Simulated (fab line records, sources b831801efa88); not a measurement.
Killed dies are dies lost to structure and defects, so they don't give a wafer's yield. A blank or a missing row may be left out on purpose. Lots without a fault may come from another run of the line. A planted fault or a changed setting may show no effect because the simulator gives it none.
Which tool did it? | flow sfq_line | 15 lots, 45 wafers sampled, at 1 step of a route of 325

WHAT THE GAUGES READ, wafer by wafer
SFQ_M3_OVL_MEAS_921.
lot  | measured     | on         | M3_OVL (nm)
L859 | day 27 15:49 | overlay-02 | 3 5 3
L860 | day 28 00:12 | overlay-02 | -7 -4 -5
L862 | day 28 13:59 | overlay-01 | -1 2 3
L863 | day 29 02:37 | overlay-01 | 10 12 7
L865 | day 29 14:37 | overlay-01 | 7 12 4
L866 | day 30 03:48 | overlay-01 | 8 1 -1
L872 | day 33 02:03 | overlay-02 | 7 5 8
L873 | day 33 12:24 | overlay-01 | 0 3 7
L874 | day 34 02:49 | overlay-01 | -3 0 -6
L875 | day 34 06:24 | overlay-01 | 3 1 -1
L877 | day 35 00:25 | overlay-02 | 6 7 -1
L878 | day 35 02:49 | overlay-02 | 0 2 -1
L879 | day 35 10:00 | overlay-02 | -5 -10 -7
L880 | day 35 11:13 | overlay-02 | 6 14 6
L882 | day 35 19:36 | overlay-01 | 8 -1 5

WHICH TOOL RAN EACH LOT (tool, then ch and the chambers of the sampled wafers, then the start)
The record holds no process step before these readings.

WHAT THE TOOLS THEMSELVES READ (means of the sampled wafers that have a number; where no wafer has one, the mark that the record gives instead)
The record holds no such reading with a usual standard deviation.

THE ANSWER, worked out from the rows above alone
Rule: what is usual is taken from the lots themselves. Put in order of their means at a reading, lots are off if they are a third of the lots or fewer, leave a main group of 4 or more, and stand apart from it by a gap of 3 or more times the standard deviation of the main group's means; of several such gaps the widest counts. A main group whose means are all the same, to the digits that the tables above print for the reading, isn't used. A lot without any number at a reading at which 4 lots or more have one is off too. The other lots that the step has rows for count as sound. The gauges are gone through in route order, then the tools' own readings, and for those a lot's mean is taken as printed above. The first step at which some lot is off is used, and at that step the reading that is off furthest; a lot without a number counts as furthest.
No lot is off at any reading shown: from this, nothing can be told.

WHAT THE SIMULATOR HAD PUT IN
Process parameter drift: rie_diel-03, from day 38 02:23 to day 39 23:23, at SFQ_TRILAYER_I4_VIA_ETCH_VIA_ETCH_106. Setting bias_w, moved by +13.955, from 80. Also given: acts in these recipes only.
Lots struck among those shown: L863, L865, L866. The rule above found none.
